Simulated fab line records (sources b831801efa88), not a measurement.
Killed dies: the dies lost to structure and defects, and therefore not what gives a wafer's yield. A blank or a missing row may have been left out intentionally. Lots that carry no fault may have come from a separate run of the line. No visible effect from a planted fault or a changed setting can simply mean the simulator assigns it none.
A struck lot beside a sound one || flow sky130 || 15 out of 708 route steps
Sound: the wafers L509.1, L509.4, L509.6. Wafers struck: L512.3, L512.4, L512.6. The cause is named last.
For every step that has rows: the tool of each side, followed by ch and its chambers, followed by its first start. Under that, the readings that differ: sound wafers || struck wafers || difference of the means || sigmas: that difference in standard deviations of wafers without a fault.
alike: readings whose means differ by less than 2 such deviations, and words and numbers that are the same on both sides. not compared: withheld readings, readings that some wafer has no value for, bounds like >300 that may hide the same value, and numbers for which the record gives no deviation and whose values overlap.
Wherever a step has rows on one side only, a row that says differs or no value, or a row with sigmas, the two part there. Non-overlapping numbers with no deviation appear without sigmas and do not part them. A reading missing from all wafers of one side parts the sides only when that side holds two or more wafers.

first, 2 steps without rows for these wafers: SKY_DNWELL_DEVELOP_06 (develop time 60 s); SKY_DNWELL_IMPLANT_07.
SKY_DNWELL_STRIP_08: strips in O2/N2.
  sound on plasma-asher-01 ch 0,1, day 6 05:31; struck on plasma-asher-04 ch 0,1, day 6 20:40
{"reading": "strip-time-to-endpoint-s (s)", "sound": "36.89 36.86 36.91", "struck": "37.09 37.21 37.18", "difference": "+0.27", "sigmas": "+2"}
  alike: drypump-motor-current-A, oes-product-au
  not compared: rf-hours-counter-h
SKY_DNWELL_TW_MEAS_09:
  sound: film-metro-03 at day 6 05:37; struck: film-metro-01 at day 6 20:45
  alike: DNWELL_TW
then, 7 steps without rows for these wafers: SKY_PWDE_DEHYDRATE_00 (time 60 s); SKY_PWDE_HMDS_01 (prime time 60 s); SKY_PWDE_COAT_02 (resist thk 3022 nm); SKY_PWDE_SOFTBAKE_03; SKY_PWDE_EXPOSE_04 (exposes mask PWDEM, target cd 840 nm); SKY_PWDE_PEB_05; SKY_PWDE_DEVELOP_06 (develop time 60 s).
SKY_PWDE_OVL_MEAS_07:
  sound: overlay-02 at day 7 01:04; struck: overlay-01 at day 7 16:46
  alike: PWDE_OVL
SKY_PWDE_IMPLANT_08:
  sound on implanter-03 ch 0, day 7 01:06; struck on implanter-03 ch 0, day 7 16:50
{"reading": "beam-energy-keV", "sound": "150.00 149.95 150.03", "struck": "139.39 139.48 139.42", "difference": -10.56, "sigmas": "-99 or more"}
{"reading": "model.implant.rp-nm (nm)", "sound": "444.4 444.4 444.4", "struck": "400.6 400.6 400.6", "difference": -43.8, "sigmas": ""}
{"reading": "model.implant.drp-nm (nm)", "sound": "97.97 97.97 97.97", "struck": "95.35 95.35 95.35", "difference": -2.62, "sigmas": ""}
SKY_PWDE_STRIP_09: strips in O2/N2.
  sound on plasma-asher-04 ch 1, day 7 01:15; struck on plasma-asher-04 ch 0,1, day 7 16:58
  alike: drypump-motor-current-A, oes-product-au, strip-time-to-endpoint-s
  not compared: rf-hours-counter-h
-- the record jumps here: 42 days lie between the struck wafers' starts before and after (it left off in module PWDE and takes up again in module PAD_OPEN, whose first step shown is number 708 of the route) --
SKY_PAD_OPEN_PROBE_99:
  sound: prober-01 at day 49 01:38; struck: prober-02 at day 49 17:30
{"reading": "model.etest.res_p_drift_20v.line-ohm-um", "sound": "1.115e+04 1.054e+04 1.092e+04", "struck": "1.583e+04 1.302e+04 1.66e+04", "difference": "+4.280e+03", "sigmas": ""}
{"reading": "model.etest.res_p_drift_20v.rs-ohm-sq", "sound": "9300 8734 9160", "struck": "1.318e+04 1.092e+04 1.393e+04", "difference": "+3.612e+03", "sigmas": ""}
  alike: killed_at_M0_to_M3, killed_at_M4_up, killed-at-contacts, killed-at-front-end, killed-at-other, killed-dies, killed-open, killed-short

WHERE THEY PART
Last at SKY_PWDE_IMPLANT_08 as far as this record goes, first at SKY_DNWELL_STRIP_08. Later steps at which nothing parts them and some readings are alike: SKY_PWDE_STRIP_09, SKY_PAD_OPEN_PROBE_99.

WHY: what the simulator had put in
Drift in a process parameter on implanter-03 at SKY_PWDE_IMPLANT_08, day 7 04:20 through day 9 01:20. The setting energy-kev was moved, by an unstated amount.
